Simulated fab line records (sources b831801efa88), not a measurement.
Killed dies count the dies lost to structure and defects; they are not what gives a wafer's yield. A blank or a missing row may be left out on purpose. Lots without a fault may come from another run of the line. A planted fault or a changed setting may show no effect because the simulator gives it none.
Which tool was responsible?	flow sky130	12 lots, 36 wafers sampled, at 1 step of a route of 708

## WHAT EACH GAUGE READ, for each wafer
SKY_METAL2_THK_MEAS_06: measures by xrf.
lot	measured	on	METAL2_ALCU_THK (nm)
L075	day 35 05:38	film metro-01	251.2 246.0 246.2
L077	day 35 23:53	film metro-02	250.8 249.7 249.4
L079	day 36 12:34	film metro-02	253.6 254.1 253.1
L081	day 37 05:26	film metro-01	251.8 252.7 250.6
L083	day 37 18:02	film metro-02	253.1 254.2 253.8
L085	day 38 14:20	film metro-01	253.1 247.8 249.8
L087	day 39 05:23	film metro-01	251.3 253.4 254.0
L089	day 39 14:40	film metro-01	249.8 248.4 246.3
L091	day 40 04:41	film metro-03	253.6 257.3 255.9
L093	day 40 18:15	film metro-03	253.4 250.7 252.3
L095	day 41 03:47	film metro-02	246.2 248.5 247.0
L097	day 41 22:33	film metro-01	252.3 248.9 252.3

## WHAT TOOL EACH LOT RAN ON (gives the tool, then ch and the chambers of the sampled wafers, and finally the start)
The record holds no process step before these readings.

## THE ANSWER, worked out from the rows above alone
Rule: the lots themselves supply what counts as usual. Put in order of their means at a reading, lots are off if they are a third of the lots or fewer, leave a main group of 4 or more, and stand apart from it by a gap of 3 or more times the standard deviation of the main group's means; of several such gaps the widest counts. The tables above print the reading to a certain number of digits; a main group whose means all agree to those digits is not used. A lot without any number at a reading at which 4 lots or more have one is off too. Any other lot the step has rows for is counted as sound.
None of the lots is off at any reading shown; this tells nothing.

## WHAT THE SIMULATOR HAD PUT IN
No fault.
